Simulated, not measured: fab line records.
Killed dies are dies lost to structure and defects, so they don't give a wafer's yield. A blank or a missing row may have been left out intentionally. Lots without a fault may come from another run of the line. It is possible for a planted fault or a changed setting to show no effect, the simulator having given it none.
A lot that was struck, set against a sound lot ; flow gf180mcu ; 15 out of 602 route steps
Sound: the wafers L360.3, L360.5, L360.6. The struck wafers were L364.1, L364.4, L364.5. The cause is given at the end.
For every step that has rows: the tool of each side, followed by ch and its chambers, followed by its first start. Under that, the readings that differ: sound wafers ; struck wafers ; difference of the means ; sigmas: that difference in standard deviations of wafers without a fault.
alike: readings whose means differ by less than 2 such deviations, and words and numbers that are the same on both sides. not compared: withheld readings, readings that some wafer has no value for, bounds like >300 that may hide the same value, and numbers for which the record gives no deviation and whose values overlap.
The two part at a step that has a row with sigmas, a row that says differs or no value, or rows on one side only. Numbers that have no deviation but don't overlap get no sigmas and don't part them. Lack of a reading on every wafer of one side parts them only where that side has two or more wafers.

first, 7 steps without rows for these wafers: GF_DUAL_GATE_DEHYDRATE_04 (time 60 s); GF_DUAL_GATE_HMDS_05 (prime time 60 s); GF_DUAL_GATE_COAT_06 (resist thk 1000 nm); GF_DUAL_GATE_SOFTBAKE_07 (time 60 s); GF_DUAL_GATE_EXPOSE_08 (exposes mask Dualgate, target cd 700 nm); GF_DUAL_GATE_PEB_09; GF_DUAL_GATE_DEVELOP_10 (develop time 60 s).
GF_DUAL_GATE_OVL_MEAS_11:
  sound on overlay-02 at day 10 12:50; struck on overlay-01 at day 11 20:22
  alike: DUAL_GATE_OVL
then, 1 step without rows for these wafers: GF_DUAL_GATE_WET_ETCH_12 (etches SiO2 in dHF, target depth 13 nm, time 260 s).
GF_DUAL_GATE_STRIP_13: strips in O2/N2.
  sound on plasma_asher-04 ch 0,1, day 10 12:58; struck on plasma_asher-02 ch 0,1, day 11 20:29
  alike: drypump_motor_current_A, heater_power_w, oes_product_au, strip_time_to_endpoint_s
  not compared: rf_hours_counter_h
then, 2 steps without rows for these wafers: GF_DUAL_GATE_CLEAN_14 (cleans in SC1/SC2, time 150 s); GF_DUAL_GATE_OXIDATION_15 (stabilise 600 s, purge 300 s, target thk 7.098 nm).
GF_POLY_GATE_CVD_00: deposits poly-Si, target thk 200 nm, time 1200 s.
  sound on lpcvd-02 ch 0, day 10 14:38; struck on lpcvd-01 ch 1, day 11 23:49
reading;sound;struck;difference;sigmas
spike_tc_centre_C (C);621.6 621.0 619.0;613.8 612.3 614.3;-7.1;-4
spike_tc_lower_C (C);621.1 618.9 620.1;683.6 684.6 681.1;+63.1;+53
zone_power_bottom_pct (%);15.1 14.9 15.1;8.7 8.7 8.8;-6.3;-11
zone_power_centre_pct (%);9.1 9.1 9.2;4.1 4.1 4.1;-5.0;-7
zone_power_lower_pct (%);7.9 7.8 7.8;19.3 19.6 19.5;+11.6;+13
  alike: spike_tc_bottom_C
GF_POLY_GATE_THK_MEAS_01:
  sound on film_metro-02 at day 10 15:59; struck on film_metro-01 at day 12 01:08
reading;sound;struck;difference;sigmas
POLY_GATE_CVD_00_THK (nm);200.1 198.1 198.6;211.7 204.1 203.5;+7.5;+4
GF_PASSIVATION_PROBE_99:
  rows exist in the record for the sound wafers here (prober-02, day 31 07:44), none for the struck ones

## WHERE THEY PART
Last at GF_PASSIVATION_PROBE_99 as far as this record goes, first at GF_POLY_GATE_CVD_00.

WHY: what had been put in by the simulator
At GF_POLY_GATE_CVD_00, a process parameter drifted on lpcvd-01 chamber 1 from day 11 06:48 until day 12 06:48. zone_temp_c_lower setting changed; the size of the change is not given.
